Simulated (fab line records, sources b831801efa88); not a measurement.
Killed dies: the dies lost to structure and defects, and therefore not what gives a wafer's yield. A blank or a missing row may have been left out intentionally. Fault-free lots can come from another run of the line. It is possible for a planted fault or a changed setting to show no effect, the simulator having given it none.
Chamber matching / flow gf180mcu / GF_CONTACT_CMP_04 on cmp-01 has 4 sister chambers
The step polishes SiO2. 4 wafers are shown with their chamber, then 7 later ones without.

== WAFERS WITH THEIR CHAMBER ==
wafer=L432.2; chamber=0; motor-current-A (A)=13.7
wafer=L432.5; chamber=1; motor-current-A (A)=11.4
wafer=L434.2; chamber=3; motor-current-A (A)=12.4
wafer=L434.5; chamber=2; motor-current-A (A)=10.8

== WAFERS WHOSE CHAMBER IS MISSING ==
wafer=L434.6; motor-current-A (A)=11.6
wafer=L435.1; motor-current-A (A)=11.7
wafer=L435.3; motor-current-A (A)=12.0
wafer=L435.4; motor-current-A (A)=14.0
wafer=L436.1; motor-current-A (A)=10.8
wafer=L436.3; motor-current-A (A)=13.6
wafer=L436.4; motor-current-A (A)=12.5

== WHICH CHAMBER EACH WENT THROUGH ==
wafer=L434.6; from the rows above=1; in truth=1
wafer=L435.1; from the rows above=can't be placed: 1 or 3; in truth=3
wafer=L435.3; from the rows above=can't be placed: 3 or 1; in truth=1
wafer=L435.4; from the rows above=0; in truth=0
wafer=L436.1; from the rows above=2; in truth=2
wafer=L436.3; from the rows above=0; in truth=0
wafer=L436.4; from the rows above=3; in truth=3
Correctly placed: 5 of 7. Can't be placed from these rows: 2 (the true chamber is among the candidates in 2). Number placed wrongly: 0.
How it was worked out, from the rows above alone: a wafer's distance from a chamber is the root of the sum, over the readings, of the square of ((its reading less the chamber's mean) divided by the reading's scatter). The wafer belongs to the nearest chamber; if the next one is less than 2 further off, it can't be placed. Each chamber's mean is taken over the wafers shown for it. The scatter: with one shown wafer a chamber, the root of the mean of the squares of how far each hidden wafer lies from its nearest shown one.
